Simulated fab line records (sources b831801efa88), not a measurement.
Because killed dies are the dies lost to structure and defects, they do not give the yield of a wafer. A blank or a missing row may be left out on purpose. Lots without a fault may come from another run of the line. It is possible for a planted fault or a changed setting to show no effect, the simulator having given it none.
fab line records + flow sky130 + part 1 of 2: steps 1 to 43 of 44
record:
- lots: 7
- wafers: 21
- lastDay: 50
route steps=708 shown FIELD_ISO@21 NWELL@32 DNWELL@35 PWDE@45 PAD_OPEN@708
lots with no fault: from the same line, run without faults
startH: start of the lot's first displayed wafer, in hours after the record's first day + waitH: hours since the lot's step before + " repeats the value in the row above + L1.1+2: one row covering several wafers at once + - value missing, or start not given + * or withheld: withheld + < > ~ a bound
route shown NAME@n: NAME is a module with steps in the file, n the number in the route of the first one + usual: mean/standard deviation of fault-free wafers + same: alike in all rows + chamber/n: place in a boat + sites: per-site readings + _std_site: how widely they spread, as a standard deviation + _edge_site: the outer-site mean with the inner-site mean subtracted + radiusMm: for every site, how far away it sits from the centre of the wafer + mask NAME#n: copy n + behind: tool/chamber where the wafer was last shaped + hold: cause of the lot's hold/its duration in hours/its outcome + device: transistor that didn't switch, given as n, p or np + end of line: tests run on the same wafers once the route is complete + step lacking rows: just its recipe + killed: not the wafer's yield, but the dies lost to structure and defects at the first sort + map: a wafer's dies, x killed, . not, _ none there
set.NAME: the setting that was run; set.NAME@STEP: the one run at that earlier step + model.NAME: the simulator's own value behind a step, which no gauge read
a table for each step, a row for each wafer; lots at some steps of the route
services: a tool's chamber out of use, with start hour (startH, from the record's first day; less than 0 if before it), hours out, and reason
== steps ==
step: SKY_FIELD_ISO_CLEAN_20
recipe:
- chemistry: dHF
- timeS: 20
- dilution: 100:1
step: SKY_FIELD_ISO_WET_ETCH_21
recipe:
- chemistry: dHF
- dilution: 100:1
- targetDepthNm: 20
- dry: ipaMarangoni
- target: SiO2
- tempC: 25
- timeS: 400
step: SKY_FIELD_ISO_OXIDATION_22
recipe:
- tempC: 950
- ambient: O2
- stabiliseS: 600
- purgeS: 300
- targetThkA: 100
- oxTimeS: 623
step: SKY_FIELD_ISO_THK_MEAS_23
recipe:
- reads: SiO2_of_FIELD_ISO_OXIDATION_22
usual:
- FIELD_ISO_OXIDATION_01_THK: 9.90/0.16
| lot.wafer | tool         | chamber | startH | waitH | FIELD_ISO_OXIDATION_01_THK[nm] |
|-----------|--------------|---------|--------|-------|--------------------------------|
| L236.2    | filmMetro-01 | -       | 35.90  | 0.0   | 9.98                           |
| L236.3    | "            | -       | "      | "     | 9.78                           |
| L236.6    | "            | -       | "      | "     | 9.81                           |
| L240.1    | filmMetro-02 | -       | 58.88  | 0.0   | 9.82                           |
| L240.4    | "            | -       | "      | "     | 9.92                           |
| L240.6    | "            | -       | "      | "     | 9.92                           |
| L242.3    | filmMetro-01 | -       | 62.99  | 0.0   | 9.85                           |
| L242.5    | "            | -       | "      | "     | 9.92                           |
| L242.6    | "            | -       | "      | "     | 9.97                           |
| L243.1    | filmMetro-02 | -       | 69.20  | 0.0   | 10.04                          |
| L243.2    | "            | -       | "      | "     | 10.01                          |
| L243.5    | "            | -       | "      | "     | 9.93                           |
| L248.2    | filmMetro-02 | -       | 93.10  | 0.0   | 10.28                          |
| L248.4    | "            | -       | "      | "     | 10.19                          |
| L248.6    | "            | -       | "      | "     | 10.29                          |
| L255.2    | filmMetro-02 | -       | 129.64 | 0.0   | 9.87                           |
| L255.4    | "            | -       | "      | "     | 9.96                           |
| L255.5    | "            | -       | "      | "     | 9.99                           |
| L259.2    | filmMetro-02 | -       | 156.30 | 0.0   | 9.99                           |
| L259.4    | "            | -       | "      | "     | 10.01                          |
| L259.5    | "            | -       | "      | "     | 9.75                           |
step: SKY_FIELD_ISO_CVD_24
recipe:
- material: SiO2
- targetThkNm: 595
- tempC: 650
- sigmaOpenFrac: 0.3
- timeS: 99.2
- sih4FlowSccm: 60
- pressureMtorr: 6
step: SKY_FIELD_ISO_THK_MEAS_25
recipe:
- reads: SiO2_of_FIELD_ISO_CVD_24
usual:
- FIELD_ISO_CVD_24_THK: 595/8.5
| lot.wafer | tool         | chamber | startH | waitH | FIELD_ISO_CVD_24_THK[nm] |
|-----------|--------------|---------|--------|-------|--------------------------|
| L236.2    | filmMetro-01 | -       | 36.03  | 0.0   | 598                      |
| L236.3    | "            | -       | "      | "     | 600                      |
| L236.6    | "            | -       | "      | "     | 596                      |
| L240.1    | filmMetro-02 | -       | 59.01  | 0.0   | 588                      |
| L240.4    | "            | -       | "      | "     | 588                      |
| L240.6    | "            | -       | "      | "     | 583                      |
| L242.3    | filmMetro-02 | -       | 63.12  | 0.1   | 593                      |
| L242.5    | "            | -       | "      | "     | 601                      |
| L242.6    | "            | -       | "      | "     | 603                      |
| L243.1    | filmMetro-04 | -       | 69.33  | 0.0   | 597                      |
| L243.2    | "            | -       | "      | "     | 593                      |
| L243.5    | "            | -       | "      | "     | 584                      |
| L248.2    | filmMetro-02 | -       | 93.23  | 0.0   | 595                      |
| L248.4    | "            | -       | "      | "     | 590                      |
| L248.6    | "            | -       | "      | "     | 598                      |
| L255.2    | filmMetro-01 | -       | 129.77 | 0.0   | 598                      |
| L255.4    | "            | -       | "      | "     | 609                      |
| L255.5    | "            | -       | "      | "     | 599                      |
| L259.2    | filmMetro-04 | -       | 156.43 | 0.0   | 586                      |
| L259.4    | "            | -       | "      | "     | 598                      |
| L259.5    | "            | -       | "      | "     | 587                      |
step: SKY_FIELD_ISO_ANNEAL_26
recipe:
- tempC: 1000
- timeS: 1800
- ambient: N2
step: SKY_FIELD_ISO_CMP_27
recipe:
- stopOn: Si3N4
- tOverpolishS: 16
- downForcePsi: 4
- platenRpm: 60
- targetThkNm: 457.8
- padVelocityMS: 0.94248
usual:
- edgeZonePressureFrac: 1.000/0.0047
- headPressurePsi: 4.000/0.0093
- motorCurrentA: 12.4/1.4
- overpolishRunS: 16.002/0.0098
- slurryFlowMlMin: 150.0/0.48
- timeToEndpointS: 112/5
| lot.wafer | tool   | chamber | startH | waitH | edgeZonePressureFrac | headPressurePsi | motorCurrentA | overpolishRunS | slurryFlowMlMin | timeToEndpointS |
|-----------|--------|---------|--------|-------|----------------------|-----------------|---------------|----------------|-----------------|-----------------|
| L236.3    | cmp-01 | 3       | 41.75  | 0.1   | 0.996                | 3.993           | 11.6          | 16.000         | 149.0           | 119             |
| L236.2    | "      | 0       | "      | "     | 0.996                | 4.006           | 14.0          | 16.010         | 150.6           | 112             |
| L236.6    | "      | 2       | "      | "     | 1.003                | 3.994           | 14.6          | 15.998         | 150.2           | 110             |
| L240.1    | cmp-01 | 0       | 61.01  | 0.0   | 1.003                | 3.999           | 14.5          | 16.005         | 149.1           | 110             |
| L240.4    | "      | 1       | "      | "     | 0.998                | 4.001           | 12.2          | 15.990         | 150.5           | 115             |
| L240.6    | "      | 0       | "      | "     | 1.004                | 4.013           | 14.4          | 15.980         | 149.1           | 113             |
| L242.3    | cmp-02 | 0       | 64.71  | 0.1   | 0.988                | 4.014           | 13.6          | 16.000         | 150.5           | 104             |
| L242.6    | "      | 3       | "      | "     | 0.993                | 4.003           | 10.6          | 16.009         | 149.5           | 107             |
| L242.5    | "      | 0       | "      | "     | 0.991                | 3.996           | 13.2          | 15.995         | 150.4           | 107             |
| L243.1    | cmp-02 | 3       | 70.94  | 0.1   | 1.001                | 3.997           | 10.3          | 16.001         | 150.5           | 109             |
| L243.2    | "      | 1       | "      | "     | 1.001                | 4.009           | 11.2          | 16.016         | 149.3           | 116             |
| L243.5    | "      | 2       | "      | "     | 0.996                | 3.995           | 11.1          | 16.002         | 149.9           | 109             |
| L248.4    | cmp-02 | 2       | 95.38  | 0.1   | 1.000                | 4.006           | 11.0          | 15.990         | 149.8           | 109             |
| L248.2    | "      | 3       | "      | "     | 0.997                | 3.994           | 10.0          | 15.994         | 150.6           | 105             |
| L248.6    | "      | 2       | "      | "     | 0.996                | 4.014           | 10.4          | 16.002         | 149.6           | 109             |
| L255.4    | cmp-02 | 1       | 132.27 | 0.0   | 1.001                | 3.991           | 12.5          | 15.996         | 149.9           | 121             |
| L255.2    | "      | 0       | "      | "     | 1.003                | 4.022           | 13.5          | 15.971         | 149.5           | 111             |
| L255.5    | "      | 1       | "      | "     | 0.999                | 3.998           | 11.9          | 16.008         | 150.0           | 120             |
| L259.2    | cmp-02 | 0       | 159.41 | 0.1   | 1.004                | 4.013           | 13.8          | 16.017         | 150.5           | 110             |
| L259.4    | "      | 2       | "      | "     | 0.998                | 3.982           | 11.5          | 15.997         | 149.4           | 110             |
| L259.5    | "      | 3       | "      | "     | 0.997                | 4.003           | 10.2          | 15.986         | 150.4           | 112             |
step: SKY_FIELD_ISO_WET_ETCH_28
recipe:
- chemistry: dHF
- targetDepthNm: 23.7
- target: SiO2
- dilution: 10:1
- tempC: 25
- timeS: 47
step: SKY_FIELD_ISO_WET_ETCH_29
recipe:
- chemistry: H3PO4
- targetDepthNm: 160
- target: Si3N4
- tempC: 160
- timeS: 1825
step: SKY_FIELD_ISO_WET_ETCH_30
recipe:
- chemistry: dHF
- targetDepthNm: 25
- target: SiO2
- dilution: 10:1
- tempC: 25
- timeS: 50
step: SKY_NWELL_CLEAN_00
recipe:
- chemistry: SC1/SC2
- mix: 1:4:20
- tempC: 70
- timeS: 150
- dry: n2Spin
step: SKY_NWELL_OXIDATION_01
recipe:
- tempC: 900
- ambient: O2
- stabiliseS: 600
- purgeS: 300
- targetThkA: 100
- oxTimeS: 1418
usual:
- spikeTcCentreC: 899.9/1.9
| lot.wafer | tool       | chamber | startH | waitH | spikeTcCentreC |
|-----------|------------|---------|--------|-------|----------------|
| L236.2    | furnace-01 | 0       | 44.72  | 2.1   | 898.9          |
| L236.3    | "          | 0       | "      | "     | 897.4          |
| L236.6    | "          | 0       | "      | "     | 896.0          |
| L236.2    | furnace-01 | 0       | 47.50  | 1.4   | 897.9          |
| L236.3    | "          | 0       | "      | "     | 896.9          |
| L236.6    | "          | 0       | "      | "     | 897.9          |
| L240.1    | furnace-02 | 0       | 62.54  | 0.6   | 901.0          |
| L240.4    | "          | 0       | "      | "     | 901.4          |
| L240.6    | "          | 0       | "      | "     | 902.8          |
| L240.1    | furnace-01 | 0       | 64.66  | 0.7   | 900.1          |
| L240.4    | "          | 0       | "      | "     | 899.0          |
| L240.6    | "          | 0       | "      | "     | 897.3          |
| L242.3    | furnace-02 | 0       | 66.63  | 1.0   | 901.0          |
| L242.5    | "          | 0       | "      | "     | 900.3          |
| L242.6    | "          | 0       | "      | "     | 902.3          |
| L243.1    | furnace-02 | 0       | 72.66  | 0.9   | 901.8          |
| L243.2    | "          | 0       | "      | "     | 900.8          |
| L243.5    | "          | 0       | "      | "     | 901.7          |
| L243.1    | furnace-01 | 0       | 74.34  | 0.3   | 899.4          |
| L243.2    | "          | 0       | "      | "     | 895.6          |
| L243.5    | "          | 0       | "      | "     | 899.3          |
| L248.2    | furnace-02 | 0       | 98.98  | 2.1   | 901.0          |
| L248.4    | "          | 0       | "      | "     | 901.8          |
| L248.6    | "          | 0       | "      | "     | 902.1          |
| L255.2    | furnace-02 | 0       | 133.64 | 0.5   | 900.2          |
| L255.4    | "          | 0       | "      | "     | 901.9          |
| L255.5    | "          | 0       | "      | "     | 902.6          |
| L259.2    | furnace-02 | 0       | 162.25 | 1.9   | 901.4          |
| L259.4    | "          | 0       | "      | "     | 901.9          |
| L259.5    | "          | 0       | "      | "     | 901.1          |
step: SKY_NWELL_THK_MEAS_02
recipe:
- reads: SiO2_of_NWELL_OXIDATION_01
usual:
- NWELL_OXIDATION_THK: 9.93/0.16
| lot.wafer | tool         | chamber | startH | waitH | NWELL_OXIDATION_THK[nm] |
|-----------|--------------|---------|--------|-------|-------------------------|
| L236.2    | filmMetro-03 | -       | 48.91  | 0.0   | 15.65                   |
| L236.3    | "            | -       | "      | "     | 15.60                   |
| L236.6    | "            | -       | "      | "     | 15.90                   |
| L240.1    | filmMetro-04 | -       | 66.06  | 0.0   | 16.05                   |
| L240.4    | "            | -       | "      | "     | 16.26                   |
| L240.6    | "            | -       | "      | "     | 15.57                   |
| L242.3    | filmMetro-03 | -       | 68.05  | 0.0   | 10.12                   |
| L242.5    | "            | -       | "      | "     | 10.20                   |
| L242.6    | "            | -       | "      | "     | 10.13                   |
| L243.1    | filmMetro-02 | -       | 75.73  | 0.0   | 15.44                   |
| L243.2    | "            | -       | "      | "     | 15.36                   |
| L243.5    | "            | -       | "      | "     | 15.57                   |
| L248.2    | filmMetro-04 | -       | 100.39 | 0.0   | 10.06                   |
| L248.4    | "            | -       | "      | "     | 9.99                    |
| L248.6    | "            | -       | "      | "     | 10.21                   |
| L255.2    | filmMetro-03 | -       | 135.04 | 0.0   | 9.87                    |
| L255.4    | "            | -       | "      | "     | 9.77                    |
| L255.5    | "            | -       | "      | "     | 9.74                    |
| L259.2    | filmMetro-04 | -       | 163.71 | 0.1   | 9.76                    |
| L259.4    | "            | -       | "      | "     | 10.08                   |
| L259.5    | "            | -       | "      | "     | 9.85                    |
step: SKY_DNWELL_DEHYDRATE_00
recipe:
- tempC: 200
- timeS: 60
step: SKY_DNWELL_HMDS_01
recipe:
- primeTimeS: 60
- primeTempC: 120
step: SKY_DNWELL_COAT_02
recipe:
- spinRpm: 2000
- resistThkNm: 3000
step: SKY_DNWELL_SOFTBAKE_03
recipe:
- tempC: 110
- timeS: withheld
step: SKY_DNWELL_EXPOSE_04
recipe:
- maskId: DNM
- na: 0.57
- targetCdNm: 3000
- doseMj: 222
step: SKY_DNWELL_PEB_05
recipe:
- tempC: 115
- timeS: withheld
step: SKY_DNWELL_DEVELOP_06
recipe:
- wallAngleDeg: 90
- developer: TMAH
- developTimeS: 60
- devTempC: 23
step: SKY_DNWELL_IMPLANT_07
recipe:
- species: P
- energyKev: withheld
- doseCm2: withheld
- tiltDeg: withheld
step: SKY_DNWELL_STRIP_08
recipe:
- chemistry: O2/N2
- powerW: 1400
- pressureMtorr: 1500
- platenTempC: withheld
- o2FlowSccm: 3000
- n2FlowSccm: 300
- overashFraction: 0.5
usual:
- drypumpMotorCurrentA: 6.0/0.49
- o2FlowSccm: 3001/9.6
- oesProductAu: 0.722/0.0045
- stripTimeToEndpointS: 36.92/0.11
| lot.wafer | tool           | chamber | startH | waitH | drypumpMotorCurrentA | o2FlowSccm | oesProductAu | rfHoursCounterH | stripTimeToEndpointS |
|-----------|----------------|---------|--------|-------|----------------------|------------|--------------|-----------------|----------------------|
| L236.2    | plasmaAsher-02 | 0       | 61.83  | 0.1   | 5.0                  | 3002       | 0.719        | 25              | 36.88                |
| L236.3    | "              | 0       | "      | "     | 5.0                  | 2979       | 0.729        | -               | 36.80                |
| L236.6    | "              | 1       | "      | "     | 6.1                  | 2990       | 0.720        | -               | 36.79                |
| L240.1    | plasmaAsher-01 | 1       | 80.14  | 0.1   | 5.8                  | 3002       | 0.722        | 40              | 37.05                |
| L240.4    | "              | 1       | "      | "     | 5.8                  | 3010       | 0.731        | -               | 37.20                |
| L240.6    | "              | 0       | "      | "     | 6.6                  | 3002       | 0.727        | -               | 37.16                |
| L242.3    | plasmaAsher-01 | 0       | 84.56  | 0.1   | 6.6                  | 3002       | 0.712        | -               | 36.90                |
| L242.5    | "              | 0       | "      | "     | 6.6                  | 3021       | 0.721        | -               | 36.88                |
| L242.6    | "              | 1       | "      | "     | 5.8                  | 2999       | 0.720        | -               | 36.99                |
| L243.1    | plasmaAsher-02 | 0       | 90.91  | 0.1   | 5.0                  | 3006       | 0.720        | 28              | 37.00                |
| L243.2    | "              | 1       | "      | "     | 6.0                  | 3010       | 0.724        | 28              | 36.99                |
| L243.5    | "              | 0       | "      | "     | 4.9                  | 3016       | 0.722        | -               | 37.05                |
| L248.2    | plasmaAsher-01 | 0       | 118.46 | 0.1   | 6.6                  | 2999       | 0.722        | 0               | 36.84                |
| L248.4    | "              | 1       | "      | "     | 5.8                  | 3005       | 0.715        | -               | 36.89                |
| L248.6    | "              | 1       | "      | "     | 5.8                  | 2997       | 0.719        | -               | 36.90                |
| L255.2    | plasmaAsher-01 | 1       | 154.28 | 0.1   | 5.8                  | 2987       | 0.725        | 4               | 37.00                |
| L255.4    | "              | 1       | "      | "     | 5.8                  | 3002       | 0.723        | -               | 36.90                |
| L255.5    | "              | 1       | "      | "     | 5.8                  | 3007       | 0.728        | -               | 36.89                |
| L259.2    | plasmaAsher-01 | 1       | 184.16 | 0.1   | 5.8                  | 2998       | 0.719        | 7               | 36.69                |
| L259.4    | "              | 0       | "      | "     | 6.6                  | 3018       | 0.723        | -               | 36.84                |
| L259.5    | "              | 1       | "      | "     | 5.8                  | 3003       | 0.720        | -               | 36.77                |
step: SKY_DNWELL_TW_MEAS_09
usual:
- DNWELL_TW: 1120/17
| lot.wafer | tool         | chamber | startH | waitH | DNWELL_TW |
|-----------|--------------|---------|--------|-------|-----------|
| L236.2    | filmMetro-03 | -       | 61.94  | 0.1   | 1112      |
| L236.3    | "            | -       | "      | "     | 1111      |
| L236.6    | "            | -       | "      | "     | 1109      |
| L240.1    | filmMetro-04 | -       | 80.24  | 0.1   | 1142      |
| L240.4    | "            | -       | "      | "     | 1149      |
| L240.6    | "            | -       | "      | "     | 1152      |
| L242.3    | filmMetro-04 | -       | 84.65  | 0.1   | 1140      |
| L242.5    | "            | -       | "      | "     | 1145      |
| L242.6    | "            | -       | "      | "     | 1146      |
| L243.1    | filmMetro-04 | -       | 91.01  | 0.1   | 1138      |
| L243.2    | "            | -       | "      | "     | 1136      |
| L243.5    | "            | -       | "      | "     | 1133      |
| L248.2    | filmMetro-02 | -       | 118.57 | 0.1   | 1095      |
| L248.4    | "            | -       | "      | "     | 1090      |
| L248.6    | "            | -       | "      | "     | 1092      |
| L255.2    | filmMetro-04 | -       | 154.39 | 0.1   | 1130      |
| L255.4    | "            | -       | "      | "     | 1137      |
| L255.5    | "            | -       | "      | "     | 1128      |
| L259.2    | filmMetro-03 | -       | 184.27 | 0.1   | 1112      |
| L259.4    | "            | -       | "      | "     | 1122      |
| L259.5    | "            | -       | "      | "     | 1115      |
step: SKY_PWDE_DEHYDRATE_00
recipe:
- tempC: 200
- timeS: 60
step: SKY_PWDE_HMDS_01
recipe:
- primeTimeS: 60
- primeTempC: 120
step: SKY_PWDE_COAT_02
recipe:
- spinRpm: 2000
- resistThkNm: 3000
step: SKY_PWDE_SOFTBAKE_03
recipe:
- tempC: 110
- timeS: withheld
step: SKY_PWDE_EXPOSE_04
recipe:
- maskId: PWDEM
- na: 0.6
- sourceShape: conventional
- sigmaOuter: 0.6
- polarization: unpolarized
- targetCdNm: 840
- doseMj: 214
step: SKY_PWDE_PEB_05
recipe:
- tempC: 115
- timeS: withheld
step: SKY_PWDE_DEVELOP_06
recipe:
- wallAngleDeg: 90
- developer: TMAH
- developTimeS: 60
- devTempC: 23
step: SKY_PWDE_OVL_MEAS_07
usual:
- PWDE_OVL: 0.9/1.4
| lot.wafer | tool       | chamber | startH | waitH | PWDE_OVL[nm] |
|-----------|------------|---------|--------|-------|--------------|
| L236.2    | overlay-02 | -       | 77.73  | -     | 2.1          |
| L236.3    | "          | -       | "      | "     | 1.2          |
| L236.6    | "          | -       | "      | "     | 3.3          |
| L240.1    | overlay-01 | -       | 96.92  | -     | -0.5         |
| L240.4    | "          | -       | "      | "     | 1.3          |
| L240.6    | "          | -       | "      | "     | 0.4          |
| L242.3    | overlay-01 | -       | 101.82 | -     | 2.4          |
| L242.5    | "          | -       | "      | "     | 0.4          |
| L242.6    | "          | -       | "      | "     | 0.6          |
| L243.1    | overlay-01 | -       | 108.73 | -     | 1.9          |
| L243.2    | "          | -       | "      | "     | 1.7          |
| L243.5    | "          | -       | "      | "     | 2.3          |
| L248.2    | overlay-01 | -       | 137.26 | -     | 1.8          |
| L248.4    | "          | -       | "      | "     | -1.1         |
| L248.6    | "          | -       | "      | "     | -1.0         |
| L255.2    | overlay-02 | -       | 174.23 | -     | 2.4          |
| L255.4    | "          | -       | "      | "     | 2.1          |
| L255.5    | "          | -       | "      | "     | 0.6          |
| L259.2    | overlay-02 | -       | 205.58 | -     | -0.1         |
| L259.4    | "          | -       | "      | "     | -1.3         |
| L259.5    | "          | -       | "      | "     | -0.1         |
step: SKY_PWDE_IMPLANT_08
recipe:
- species: B
- energyKev: 150
- doseCm2: 3.6e+12
- tiltDeg: withheld
step: SKY_PWDE_STRIP_09
recipe:
- chemistry: O2/N2
- powerW: 1400
- pressureMtorr: 1500
- platenTempC: withheld
- o2FlowSccm: 3000
- n2FlowSccm: 300
- overashFraction: 0.5
usual:
- drypumpMotorCurrentA: 5.9/0.54
- o2FlowSccm: 3001/8.9
- oesProductAu: 0.723/0.0045
- stripTimeToEndpointS: 36.92/0.11
| lot.wafer | tool           | chamber | startH | waitH | drypumpMotorCurrentA | o2FlowSccm | oesProductAu | rfHoursCounterH | stripTimeToEndpointS |
|-----------|----------------|---------|--------|-------|----------------------|------------|--------------|-----------------|----------------------|
| L236.2    | plasmaAsher-02 | 1       | 77.91  | 0.1   | 6.0                  | 2991       | 0.725        | 26              | 37.09                |
| L236.3    | "              | 0       | "      | "     | 5.0                  | 3010       | 0.726        | -               | 37.12                |
| L236.6    | "              | 0       | "      | "     | 5.0                  | 2999       | 0.714        | -               | 37.09                |
| L240.1    | plasmaAsher-02 | 1       | 97.11  | 0.1   | 6.1                  | 2995       | 0.729        | 28              | 36.99                |
| L240.4    | "              | 1       | "      | "     | 6.0                  | 3002       | 0.722        | -               | 36.85                |
| L240.6    | "              | 1       | "      | "     | 6.0                  | 3004       | 0.725        | -               | 36.90                |
| L242.3    | plasmaAsher-02 | 1       | 102.03 | 0.1   | 6.0                  | 3004       | 0.727        | -               | 36.90                |
| L242.5    | "              | 1       | "      | "     | 6.0                  | 2998       | 0.730        | -               | 36.77                |
| L242.6    | "              | 0       | "      | "     | 5.0                  | 3001       | 0.724        | -               | 36.90                |
| L243.1    | plasmaAsher-04 | 1       | 108.91 | 0.1   | 5.8                  | 3010       | 0.723        | 41              | 36.90                |
| L243.2    | "              | 0       | "      | "     | 6.6                  | 3026       | 0.720        | 41              | 37.08                |
| L243.5    | "              | 1       | "      | "     | 5.8                  | 3010       | 0.729        | -               | 36.89                |
| L248.2    | plasmaAsher-02 | 1       | 137.44 | 0.1   | 6.1                  | 2992       | 0.721        | 33              | 36.89                |
| L248.4    | "              | 0       | "      | "     | 5.0                  | 2999       | 0.719        | -               | 36.88                |
| L248.6    | "              | 0       | "      | "     | 4.9                  | 2998       | 0.721        | -               | 36.94                |
| L255.2    | plasmaAsher-04 | 0       | 174.56 | 0.2   | 6.6                  | 2997       | 0.716        | 49              | 37.03                |
| L255.4    | "              | 1       | "      | "     | 5.8                  | 2988       | 0.720        | -               | 36.91                |
| L255.5    | "              | 1       | "      | "     | 5.8                  | 2983       | 0.719        | -               | 36.95                |
| L259.2    | plasmaAsher-04 | 0       | 205.76 | 0.1   | 6.6                  | 3002       | 0.722        | 52              | 37.00                |
| L259.4    | "              | 0       | "      | "     | 6.6                  | 3001       | 0.721        | -               | 37.04                |
| L259.5    | "              | 0       | "      | "     | 6.6                  | 3020       | 0.721        | -               | 36.96                |
step: SKY_PWDE_TW_MEAS_10
usual:
- PWDE_TW: 376/4
| lot.wafer | tool         | chamber | startH | waitH | PWDE_TW |
|-----------|--------------|---------|--------|-------|---------|
| L236.2    | filmMetro-03 | -       | 78.02  | 0.1   | 377     |
| L236.3    | "            | -       | "      | "     | 378     |
| L236.6    | "            | -       | "      | "     | 374     |
| L240.1    | filmMetro-04 | -       | 97.21  | 0.1   | 379     |
| L240.4    | "            | -       | "      | "     | 380     |
| L240.6    | "            | -       | "      | "     | 379     |
| L242.3    | filmMetro-04 | -       | 102.14 | 0.1   | 378     |
| L242.5    | "            | -       | "      | "     | 379     |
| L242.6    | "            | -       | "      | "     | 379     |
| L243.1    | filmMetro-04 | -       | 109.01 | 0.1   | 381     |
| L243.2    | "            | -       | "      | "     | 379     |
| L243.5    | "            | -       | "      | "     | 380     |
| L248.2    | filmMetro-04 | -       | 137.55 | 0.1   | 380     |
| L248.4    | "            | -       | "      | "     | 377     |
| L248.6    | "            | -       | "      | "     | 380     |
| L255.2    | filmMetro-03 | -       | 174.67 | 0.1   | 377     |
| L255.4    | "            | -       | "      | "     | 376     |
| L255.5    | "            | -       | "      | "     | 379     |
| L259.2    | filmMetro-03 | -       | 205.87 | 0.1   | 377     |
| L259.4    | "            | -       | "      | "     | 375     |
| L259.5    | "            | -       | "      | "     | 376     |
step: SKY_NWELL_DEHYDRATE_03
recipe:
- tempC: 200
- timeS: 60
step: SKY_NWELL_HMDS_04
recipe:
- primeTimeS: 60
- primeTempC: 120
step: SKY_NWELL_COAT_05
recipe:
- spinRpm: 2000
- resistThkNm: 3000
step: SKY_NWELL_SOFTBAKE_06
recipe:
- tempC: 110
- timeS: withheld
step: SKY_NWELL_EXPOSE_07
recipe:
- maskId: NWM
- na: 0.6
- sourceShape: conventional
- sigmaOuter: 0.6
- polarization: unpolarized
- targetCdNm: 840
- doseMj: 255
step: SKY_NWELL_PEB_08
recipe:
- tempC: 115
- timeS: withheld
step: SKY_NWELL_DEVELOP_09
recipe:
- wallAngleDeg: 90
- developer: TMAH
- developTimeS: 60
- devTempC: 23
step: SKY_NWELL_CLEAN_27
recipe:
- chemistry: SC1/SC2
- mix: 1:4:20
- tempC: 70
- timeS: 150
- dry: n2Spin
usual:
- bathHeatDutyPct: 13.5/1.4
| lot.wafer | tool        | chamber | startH | waitH | bathHeatDutyPct | model.SiO2_of_NWELL_OXIDATION_01.thkNm |
|-----------|-------------|---------|--------|-------|-----------------|----------------------------------------|
| L236.2    | wetBench-02 | 3       | 112.87 | 0.0   | 13.3            | 15.3                                   |
| L236.3    | "           | 3       | "      | "     | 10.9            | 15.26                                  |
| L236.6    | "           | 3       | "      | "     | 12.7            | 15.59                                  |
| L240.1    | wetBench-02 | 3       | 134.52 | 0.1   | 13.4            | 15.68                                  |
| L240.4    | "           | 3       | "      | "     | 10.8            | 15.92                                  |
| L240.6    | "           | 3       | "      | "     | 11.0            | 15.26                                  |
| L242.3    | wetBench-02 | 0       | 140.35 | 0.0   | 16.7            | 9.781                                  |
| L242.5    | "           | 0       | "      | "     | 14.6            | 9.809                                  |
| L242.6    | "           | 0       | "      | "     | 12.8            | 9.768                                  |
| L243.1    | wetBench-02 | 0       | 147.09 | 0.1   | 15.5            | 15.11                                  |
| L243.2    | "           | 0       | "      | "     | 14.8            | 15.04                                  |
| L243.5    | "           | 0       | "      | "     | 14.5            | 15.25                                  |
| L248.2    | wetBench-04 | 3       | 178.62 | 0.0   | 13.1            | 9.73                                   |
| L248.4    | "           | 3       | "      | "     | 14.2            | 9.671                                  |
| L248.6    | "           | 3       | "      | "     | 13.5            | 9.826                                  |
| L255.2    | wetBench-01 | 1       | 217.17 | 0.0   | 13.2            | 9.506                                  |
| L255.4    | "           | 1       | "      | "     | 13.1            | 9.49                                   |
| L255.5    | "           | 1       | "      | "     | 13.0            | 9.431                                  |
| L259.2    | wetBench-01 | 0       | 252.87 | 0.0   | 12.5            | 9.41                                   |
| L259.4    | "           | 0       | "      | "     | 12.3            | 9.677                                  |
| L259.5    | "           | 0       | "      | "     | 11.6            | 9.508                                  |
== key ==
firstSign:
- step: SKY_NWELL_OXIDATION_01
- reading: visit
- direction: added
effect:
- step: SKY_NWELL_THK_MEAS_02
- reading: NWELL_OXIDATION_THK
- direction: up
- sigmas: 36
- usual: 9.93
- struck: 15.71
modelEffect:
- step: SKY_NWELL_CLEAN_27
- value: SiO2_of_NWELL_OXIDATION_01.thkNm
- without: 9.614
- struck: 15.38
modelEffect:
- step: SKY_PAD_OPEN_PROBE_99
- value: etest.nfet_16v.rOnOhmUm
- without: 1.427e+04
- struck: 1.389e+04
metAt SKY_NWELL_OXIDATION_01
struckWafers L236.2,L236.3,L236.6,L240.1,L240.4,L240.6,L243.1,L243.2,L243.5
testerLeftOut L236,L240,L243
fault:
- kind: repeatedStepWhole
- tool: furnace-01,furnace-02
- chamber: -
- onsetH: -
- steps: SKY_NWELL_OXIDATION_01
- times: 1
- scope: struckLotsOnly
testerLeftOut: of these lots the tester's yield and bins aren't shown, on N5 and GAA mostly nor the transistor test; their killed dies are dies lost to structure and defects alone, not to doping, threshold or leakage, so they don't give the yield
